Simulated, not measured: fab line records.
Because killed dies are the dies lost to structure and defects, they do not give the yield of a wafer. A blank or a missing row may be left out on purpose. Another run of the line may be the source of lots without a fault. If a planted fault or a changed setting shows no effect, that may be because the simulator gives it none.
fab line records ; flow sky130
record lots=14; wafers=42; lastDay=50
route steps=708 shown CAPM@549 VIA3@582
lots untouched by any fault: they come from a run of this same line in which no faults occurred
startH: start of the lot's first displayed wafer, in hours after the record's first day ; waitH: hours since the lot's step before ; " as in the row above ; L1.1+2: one row covering several wafers at once ; - no value, or no start was given ; * or withheld: withheld ; < > ~ a bound
route shown NAME@n: names a module that has steps shown in the file, with the first one's number in the route ; usual: average and standard deviation across the fault-free wafers ; same: alike in all rows ; chamber/n: place in a boat ; sites: each site's reading ; _std_site: the standard deviation of these ; _edge_site: mean of outer sites minus mean of inner sites ; radiusMm: for every site, how far away it sits from the centre of the wafer ; mask NAME#n: copy n ; behind: the last tool/chamber to shape the wafer ; hold: what put the lot on hold/how long, in hours/how the hold closed ; device: the transistor (n, p or np) that didn't switch ; end of line: at the end of the route, the tests of the same wafers ; for a step that has no rows: nothing shown but its recipe ; killed: the dies lost at the first sort to structure and to defects; this is not the yield of the wafer ; map: dies across one wafer; x = killed, . = not, _ = none there
set.NAME: the run value of the setting; set.NAME@STEP: its run value at that earlier step ; model.NAME: the simulator's own value behind a step, which no gauge read
steps of the route over a sample of lots; a table a step, a row a wafer
services: when a tool's chamber went out of use (startH, in hours from the record's first day, below 0 if earlier), for how many hours, and the reason
## steps
# step SKY_CAPM_OVL_MEAS_12
# usual CAPM_OVL=-0.8/1.5
lot.wafer;tool;chamber;startH;waitH;CAPM_OVL[nm]
L241.2;overlay-02;-;866.02;0.1;-0.5
L241.3;overlay-02;-;866.02;0.1;-0.9
L241.4;overlay-02;-;866.02;0.1;1.2
L242.3;overlay-02;-;875.47;0.1;0.7
L242.4;overlay-02;-;875.47;0.1;1.6
L242.5;overlay-02;-;875.47;0.1;0.2
L244.1;overlay-01;-;889.01;0.1;2.2
L244.5;overlay-01;-;889.01;0.1;0.3
L244.6;overlay-01;-;889.01;0.1;1.0
L246.2;overlay-02;-;938.40;0.1;-1.2
L246.5;overlay-02;-;938.40;0.1;1.3
L246.6;overlay-02;-;938.40;0.1;1.1
L247.1;overlay-01;-;938.70;0.1;-0.4
L247.3;overlay-01;-;938.70;0.1;-2.2
L247.4;overlay-01;-;938.70;0.1;-0.7
L248.1;overlay-01;-;939.35;0.1;-3.3
L248.3;overlay-01;-;939.35;0.1;-0.3
L248.4;overlay-01;-;939.35;0.1;-0.5
L249.2;overlay-02;-;941.15;0.1;1.0
L249.5;overlay-02;-;941.15;0.1;0.8
L249.6;overlay-02;-;941.15;0.1;-1.0
L253.1;overlay-01;-;959.90;0.1;-3.3
L253.2;overlay-01;-;959.90;0.1;-1.6
L253.6;overlay-01;-;959.90;0.1;-0.7
L252.4;overlay-02;-;966.47;0.1;0.9
L252.5;overlay-02;-;966.47;0.1;2.7
L252.6;overlay-02;-;966.47;0.1;0.9
L254.2;overlay-01;-;966.97;0.1;-1.4
L254.4;overlay-01;-;966.97;0.1;-0.8
L254.5;overlay-01;-;966.97;0.1;0.8
L259.3;overlay-01;-;1015.97;0.1;2.3
L259.4;overlay-01;-;1015.97;0.1;0.6
L259.5;overlay-01;-;1015.97;0.1;-2.3
L260.2;overlay-01;-;1023.32;0.1;-2.6
L260.3;overlay-01;-;1023.32;0.1;-1.5
L260.4;overlay-01;-;1023.32;0.1;-2.7
L261.1;overlay-01;-;1027.36;0.1;-0.5
L261.4;overlay-01;-;1027.36;0.1;-3.1
L261.5;overlay-01;-;1027.36;0.1;-1.9
L262.3;overlay-01;-;1038.72;0.1;-1.5
L262.4;overlay-01;-;1038.72;0.1;-1.9
L262.5;overlay-01;-;1038.72;0.1;-1.7
# step SKY_CAPM_METAL_ETCH_13
# recipe targetDepthNm=220; stopOn=SiO2; chemistry=Cl2/BCl3; target=TiN; pressureMtorr=10; icpW=900; biasW=48.5; Cl2_flow_sccm=60; bcl3FlowSccm=30; timeS=62.9
# usual bcl3FlowSccm=30.01/0.084; drypumpMotorCurrentA=5.4/0.38; oesProductAu=0.944/0.0073; throttleValvePct=21.899/0.0096
lot.wafer;tool;chamber;startH;waitH;bcl3FlowSccm;drypumpMotorCurrentA;oesProductAu;rfHoursCounterH;throttleValvePct
L241.2;rieMetal-02;1;866.07;0.0;29.92;5.1;0.956;-;21.909
L241.3;rieMetal-02;1;866.07;0.0;29.98;5.0;0.953;-;21.892
L241.4;rieMetal-02;1;866.07;0.0;30.14;5.1;0.944;-;21.890
L242.3;rieMetal-01;1;875.52;0.0;29.77;5.7;0.952;-;21.892
L242.4;rieMetal-01;0;875.52;0.0;29.94;5.3;0.952;-;21.893
L242.5;rieMetal-01;1;875.52;0.0;29.83;5.7;0.945;-;21.912
L244.1;rieMetal-04;1;889.05;0.0;30.08;6.0;0.938;2;21.896
L244.5;rieMetal-04;0;889.05;0.0;29.96;5.7;0.947;-;21.911
L244.6;rieMetal-04;1;889.05;0.0;30.01;6.0;0.940;-;21.903
L246.2;rieMetal-02;1;938.43;0.0;30.06;5.1;0.944;6;21.890
L246.5;rieMetal-02;1;938.43;0.0;30.02;5.1;0.942;-;21.894
L246.6;rieMetal-02;0;938.43;0.0;30.07;4.9;0.935;-;21.899
L247.1;rieMetal-04;1;938.73;0.0;30.06;6.1;0.934;4;21.896
L247.3;rieMetal-04;0;938.73;0.0;30.10;5.7;0.946;-;21.891
L247.4;rieMetal-04;1;938.73;0.0;29.89;6.0;0.939;-;21.916
L248.1;rieMetal-04;1;939.38;0.0;29.99;6.0;0.939;4;21.883
L248.3;rieMetal-04;1;939.38;0.0;29.96;6.0;0.941;-;21.916
L248.4;rieMetal-04;0;939.38;0.0;30.00;5.7;0.947;-;21.879
L249.2;rieMetal-02;0;941.18;0.0;30.07;4.9;0.944;6;21.913
L249.5;rieMetal-02;1;941.18;0.0;29.79;5.1;0.939;-;21.905
L249.6;rieMetal-02;0;941.18;0.0;30.01;4.9;0.938;-;21.892
L253.1;rieMetal-02;0;959.94;0.0;30.01;4.9;0.948;7;21.893
L253.2;rieMetal-02;1;959.94;0.0;29.97;5.1;0.950;7;21.886
L253.6;rieMetal-02;1;959.94;0.0;30.04;5.1;0.935;-;21.882
L252.4;rieMetal-02;0;966.51;0.0;30.03;5.0;0.943;-;21.907
L252.5;rieMetal-02;0;966.51;0.0;29.94;4.9;0.944;-;21.903
L252.6;rieMetal-02;1;966.51;0.0;30.07;5.1;0.943;-;21.905
L254.2;rieMetal-04;1;967.00;0.0;29.99;6.0;0.949;6;21.886
L254.4;rieMetal-04;0;967.00;0.0;29.97;5.7;0.952;-;21.891
L254.5;rieMetal-04;1;967.00;0.0;30.01;6.0;0.950;-;21.915
L259.3;rieMetal-01;1;1016.02;0.0;30.02;5.7;0.949;-;21.902
L259.4;rieMetal-01;0;1016.02;0.0;30.12;5.3;0.945;-;21.895
L259.5;rieMetal-01;1;1016.02;0.0;29.94;5.7;0.952;-;21.900
L260.2;rieMetal-01;0;1023.35;0.0;30.11;5.3;0.964;17;21.903
L260.3;rieMetal-01;1;1023.35;0.0;29.88;5.7;0.950;-;21.894
L260.4;rieMetal-01;0;1023.35;0.0;30.09;5.3;0.955;-;21.901
L261.1;rieMetal-02;0;1027.40;0.0;30.00;4.9;0.947;10;21.895
L261.4;rieMetal-02;0;1027.40;0.0;30.06;4.9;0.941;-;21.887
L261.5;rieMetal-02;0;1027.40;0.0;29.96;4.9;0.943;-;21.893
L262.3;rieMetal-04;1;1038.77;0.0;30.04;6.0;0.960;-;21.895
L262.4;rieMetal-04;0;1038.77;0.0;30.04;5.7;0.956;-;21.891
L262.5;rieMetal-04;1;1038.77;0.0;30.22;6.0;0.960;-;21.899
# step SKY_VIA3_EXPOSE_09
# recipe maskId=VIM3; na=0.8; sourceShape=annular; sigmaInner=0.55; sigmaOuter=0.85; targetCdNm=200; doseMj=38
# usual exposureDoseMJCm2=37.97/0.035; focusOffsetNm=0.1/0.53; na=0.8/0; sigmaInner=0.55/0
lot.wafer;tool;chamber;startH;waitH;mask;exposureDoseMJCm2;focusOffsetNm;na;sigmaInner
L241.2;krfScanner-02;0;907.17;-;VIM3#0;37.98;-0.3;0.8;0.55
L241.3;krfScanner-02;0;907.17;-;VIM3#0;37.95;-0.5;0.8;0.55
L241.4;krfScanner-02;0;907.17;-;VIM3#0;37.99;0.0;0.8;0.55
L242.3;krfScanner-02;0;914.86;-;VIM3#0;38.02;-0.1;0.8;0.55
L242.4;krfScanner-02;0;914.86;-;VIM3#0;38.05;-0.1;0.8;0.55
L242.5;krfScanner-02;0;914.86;-;VIM3#0;38.05;0.1;0.8;0.55
L244.1;krfScanner-02;0;929.91;-;VIM3#0;37.95;0.3;0.8;0.55
L244.5;krfScanner-02;0;929.91;-;VIM3#0;37.98;-0.3;0.8;0.55
L244.6;krfScanner-02;0;929.91;-;VIM3#0;37.97;0.0;0.8;0.55
L246.2;krfScanner-02;0;975.99;-;VIM3#0;38.00;-0.5;0.8;0.55
L246.5;krfScanner-02;0;975.99;-;VIM3#0;38.04;-1.0;0.8;0.55
L246.6;krfScanner-02;0;975.99;-;VIM3#0;38.00;-1.0;0.8;0.55
L248.1;krfScanner-01;0;977.07;-;VIM3#0;37.97;0.3;0.8;0.55
L248.3;krfScanner-01;0;977.07;-;VIM3#0;37.92;0.0;0.8;0.55
L248.4;krfScanner-01;0;977.07;-;VIM3#0;37.96;-0.3;0.8;0.55
L247.1;krfScanner-01;0;977.19;-;VIM3#0;38.00;-1.0;0.8;0.55
L247.3;krfScanner-01;0;977.19;-;VIM3#0;38.00;-1.0;0.8;0.55
L247.4;krfScanner-01;0;977.19;-;VIM3#0;38.03;0.1;0.8;0.55
L249.2;krfScanner-01;0;980.14;-;VIM3#0;37.99;0.1;0.8;0.55
L249.5;krfScanner-01;0;980.14;-;VIM3#0;37.93;0.6;0.8;0.55
L249.6;krfScanner-01;0;980.14;-;VIM3#0;37.91;0.3;0.8;0.55
L253.1;krfScanner-01;-;999.82;-;VIM3#0;-;-;-;-
L253.2;krfScanner-01;-;999.82;-;VIM3#0;-;-;-;-
L253.6;krfScanner-01;-;999.82;-;VIM3#0;-;-;-;-
L252.4;krfScanner-01;-;1005.58;-;VIM3#0;-;-;-;-
L252.5;krfScanner-01;-;1005.58;-;VIM3#0;-;-;-;-
L252.6;krfScanner-01;-;1005.58;-;VIM3#0;-;-;-;-
L254.2;krfScanner-01;0;1006.34;-;VIM3#0;37.93;-0.6;0.8;0.55
L254.4;krfScanner-01;0;1006.34;-;VIM3#0;37.94;-0.5;0.8;0.55
L254.5;krfScanner-01;0;1006.34;-;VIM3#0;37.96;-1.4;0.8;0.55
L259.3;krfScanner-01;0;1051.30;-;VIM3#0;37.96;0.5;0.8;0.55
L259.4;krfScanner-01;0;1051.30;-;VIM3#0;37.93;0.1;0.8;0.55
L259.5;krfScanner-01;0;1051.30;-;VIM3#0;37.94;0.0;0.8;0.55
L260.2;krfScanner-02;0;1059.82;-;VIM3#0;38.02;-0.2;0.8;0.55
L260.3;krfScanner-02;0;1059.82;-;VIM3#0;37.99;-0.2;0.8;0.55
L260.4;krfScanner-02;0;1059.82;-;VIM3#0;37.92;-0.3;0.8;0.55
L261.1;krfScanner-01;0;1062.64;-;VIM3#0;37.97;-0.1;0.8;0.55
L261.4;krfScanner-01;0;1062.64;-;VIM3#0;37.99;0.2;0.8;0.55
L261.5;krfScanner-01;0;1062.64;-;VIM3#0;37.97;0.1;0.8;0.55
L262.3;krfScanner-01;0;1072.95;-;VIM3#0;37.93;1.2;0.8;0.55
L262.4;krfScanner-01;0;1072.95;-;VIM3#0;37.95;0.3;0.8;0.55
L262.5;krfScanner-01;0;1072.95;-;VIM3#0;37.95;0.1;0.8;0.55
# step SKY_VIA3_CVD_21
# recipe material=W; targetThkNm=390; timeS=117.31; tempC=400; pressureTorr=40
# usual heaterPowerW=727/60
lot.wafer;tool;chamber;startH;waitH;heaterPowerW
L241.2;cvdW-02;1;920.03;0.0;848
L241.3;cvdW-02;0;920.03;0.0;648
L241.4;cvdW-02;1;920.03;0.0;860
L242.3;cvdW-02;1;928.41;0.1;862
L242.4;cvdW-02;0;928.41;0.1;689
L242.5;cvdW-02;1;928.41;0.1;820
L244.1;cvdW-01;1;941.82;0.0;706
L244.5;cvdW-01;1;941.82;0.0;705
L244.6;cvdW-01;0;941.82;0.0;727
L246.2;cvdW-01;0;988.98;0.0;708
L246.5;cvdW-01;1;988.98;0.0;706
L246.6;cvdW-01;0;988.98;0.0;725
L248.1;cvdW-01;0;989.85;0.0;716
L248.3;cvdW-01;0;989.85;0.0;745
L248.4;cvdW-01;1;989.85;0.0;706
L247.1;cvdW-01;0;990.17;0.0;704
L247.3;cvdW-01;1;990.17;0.0;711
L247.4;cvdW-01;0;990.17;0.0;703
L249.2;cvdW-01;0;992.07;0.0;731
L249.5;cvdW-01;0;992.07;0.0;698
L249.6;cvdW-01;1;992.07;0.0;711
L253.1;cvdW-02;0;1011.78;0.0;685
L253.2;cvdW-02;1;1011.78;0.0;836
L253.6;cvdW-02;0;1011.78;0.0;669
L252.4;cvdW-02;1;1017.27;0.1;873
L252.5;cvdW-02;1;1017.27;0.1;865
L252.6;cvdW-02;0;1017.27;0.1;665
L254.2;cvdW-01;1;1017.92;0.0;698
L254.4;cvdW-01;0;1017.92;0.0;719
L254.5;cvdW-01;1;1017.92;0.0;703
L259.3;cvdW-02;0;1062.70;0.1;679
L259.4;cvdW-02;1;1062.70;0.1;881
L259.5;cvdW-02;1;1062.70;0.1;862
L260.2;cvdW-02;0;1071.24;0.0;677
L260.3;cvdW-02;0;1071.24;0.0;662
L260.4;cvdW-02;1;1071.24;0.0;866
L261.1;cvdW-01;0;1073.54;0.0;697
L261.4;cvdW-01;0;1073.54;0.0;727
L261.5;cvdW-01;0;1073.54;0.0;725
L262.3;cvdW-01;0;1084.07;0.1;711
L262.4;cvdW-01;1;1084.07;0.1;697
L262.5;cvdW-01;1;1084.07;0.1;686
## services
tool;chamber;startH;hours;kind
krfScanner-01;-;844.83;0.8;pm
cvdW-02;-;846.09;1.1;repair
rieMetal-02;0;854.29;30.0;repair
krfScanner-01;-;866.36;1.0;pm
krfScanner-02;-;867.36;0.8;pm
krfScanner-01;-;876.79;4.0;pm
krfScanner-02;-;889.31;3.6;pm
krfScanner-02;-;902.63;0.8;pm
cvdW-01;-;904.06;14.0;pm
krfScanner-01;-;905.43;0.2;repair
krfScanner-02;-;909.35;1.3;pm
krfScanner-01;-;936.37;0.5;repair
krfScanner-01;-;968.31;1.3;pm
cvdW-02;-;979.00;2.8;pm
cvdW-02;-;981.99;28.1;pm
krfScanner-01;-;985.88;1.3;repair
rieMetal-02;-;994.45;1.2;repair
rieMetal-02;1;998.34;22.1;repair
krfScanner-01;-;1006.66;0.8;pm
cvdW-01;-;1009.18;0.9;repair
rieMetal-02;0;1015.91;9.0;repair
krfScanner-01;-;1036.19;1.0;pm
rieMetal-02;-;1071.55;0.4;repair
krfScanner-01;-;1078.69;1.5;repair
## key
firstSign step=SKY_VIA3_EXPOSE_09; reading=toolRecord; direction=missing
effect none on later readings
metAt SKY_VIA3_EXPOSE_09
struckLots L252,L253
laterRowsLeftOut L252.4,L252.5,L252.6,L253.1,L253.2,L253.6
sortLeftOut L252.4,L252.5,L252.6,L253.1,L253.2,L253.6
notActingAt SKY_CAPM_OVL_MEAS_12,SKY_CAPM_METAL_ETCH_13,SKY_VIA3_CVD_21
onsetBetween 980.14 999.82
fault kind=skippedStepWhole; tool=krfScanner-01; chamber=-; onsetH=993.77; steps=SKY_VIA3_EXPOSE_09; scope=struckLotsOnly
# sortLeftOut: the simulated sort isn't trusted on such a fault, so these wafers' sort isn't shown, and their yield isn't known
# laterRowsLeftOut: the simulator's readings of these wafers behind a module that went badly wrong aren't trusted and aren't shown, but for the sort
